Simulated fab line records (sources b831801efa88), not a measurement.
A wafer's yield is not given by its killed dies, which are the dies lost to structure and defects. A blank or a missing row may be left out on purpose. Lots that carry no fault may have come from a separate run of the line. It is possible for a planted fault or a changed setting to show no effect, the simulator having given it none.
Which tool is to blame? | flow gf180mcu | 10 lots, 30 wafers sampled, at 4 steps of a route of 602

== WHAT EACH GAUGE READ, for each wafer ==
GF_MVPSD_TW_MEAS_11.
lot  | measured     | on            | MVPSD_TW
L115 | day 5 15:29  | film-metro-03 | 553.1 548.9 547.6
L116 | day 5 21:11  | film-metro-04 | 550.1 549.4 548.8
L118 | day 6 07:25  | film-metro-04 | 551.6 554.7 551.5
L119 | day 6 13:45  | film-metro-04 | 553.8 552.0 551.3
L127 | day 8 11:26  | film-metro-03 | 30.0 30.0 30.1 30.1 30.0 30.0
L128 | day 8 18:19  | film-metro-04 | 30.0 29.8 30.1 30.1 30.0 29.9
L129 | day 9 04:13  | film-metro-01 | 551.9 552.1 551.4
L132 | day 9 17:58  | film-metro-03 | 553.2 550.2 554.5
L134 | day 10 07:46 | film-metro-04 | 548.3 548.0 549.7
L136 | day 10 18:37 | film-metro-04 | 546.8 548.0 550.1

== WHAT TOOL EACH LOT RAN ON (gives the tool, then ch and the chambers of the sampled wafers, and finally the start) ==
lot  | GF_DNWELL_STRIP_08                  | GF_MVSD_STRIP_10                    | GF_MVPSD_STRIP_10
L115 | plasma-asher-01 ch 0,1, day 3 07:42 | plasma-asher-03 ch 0,1, day 5 00:41 | plasma-asher-03 ch 0,1, day 5 15:22
L116 | plasma-asher-04 ch 0,1, day 3 12:23 | plasma-asher-02 ch 0,1, day 5 06:38 | plasma-asher-01 ch 1, day 5 21:05
L118 | plasma-asher-01 ch 0,1, day 3 22:47 | plasma-asher-03 ch 0,1, day 5 16:17 | plasma-asher-01 ch 0,1, day 6 07:19
L119 | plasma-asher-03 ch 0,1, day 4 03:25 | plasma-asher-01 ch 0,1, day 5 22:34 | plasma-asher-01 ch 0,1, day 6 13:40
L127 | plasma-asher-01 ch 1, day 5 20:26   | plasma-asher-02 ch 0,1, day 7 18:22 | plasma-asher-03 ch 0,1, day 8 11:20
L128 | plasma-asher-03 ch 0,1, day 6 02:29 | plasma-asher-03 ch 0,1, day 8 01:13 | plasma-asher-01 ch 0,1, day 8 18:13
L129 | plasma-asher-03 ch 0,1, day 6 08:08 | plasma-asher-02 ch 0,1, day 8 08:55 | plasma-asher-03 ch 0,1, day 9 04:07
L132 | plasma-asher-03 ch 0,1, day 6 23:41 | plasma-asher-02 ch 0,1, day 9 00:22 | plasma-asher-01 ch 0,1, day 9 17:52
L134 | plasma-asher-03 ch 0,1, day 7 10:44 | plasma-asher-02 ch 0,1, day 9 13:32 | plasma-asher-01 ch 0,1, day 10 07:40
L136 | plasma-asher-03 ch 0,1, day 7 20:53 | plasma-asher-02 ch 0,1, day 9 23:52 | plasma-asher-01 ch 0,1, day 10 18:31
- GF_DNWELL_STRIP_08: strips in O2/N2.
- GF_MVSD_STRIP_10: strips in O2/N2.
- GF_MVPSD_STRIP_10: strips in O2/N2.

== THE ANSWER, worked out from the rows above alone ==
Rule: what is usual is taken from the lots themselves. The widest of any qualifying gaps counts: lots, ordered by their means at a reading, are off when they make up no more than a third of the lots, leave a main group of 4 or more, and stand apart from it by 3 or more times the standard deviation of that group's means. Not used: any main group whose means are identical at the precision the tables above print for the reading. Also off: a lot with no number at a reading for which 4 or more lots have one. All remaining lots with rows at the step are treated as sound.
Off: L127, L128, at GF_MVPSD_TW_MEAS_11 (MVPSD_TW). The main group has a mean of 550.7 with a standard deviation of 1.7.
A tool fits if, at a process step before that reading, it ran every lot that is off, and no sound lot after the first of them. Gauges at GF_MVPSD_TW_MEAS_11: tried the same way as those tools. Of those tried, none fits.

== WHAT HAD BEEN PUT IN BY THE SIMULATOR ==
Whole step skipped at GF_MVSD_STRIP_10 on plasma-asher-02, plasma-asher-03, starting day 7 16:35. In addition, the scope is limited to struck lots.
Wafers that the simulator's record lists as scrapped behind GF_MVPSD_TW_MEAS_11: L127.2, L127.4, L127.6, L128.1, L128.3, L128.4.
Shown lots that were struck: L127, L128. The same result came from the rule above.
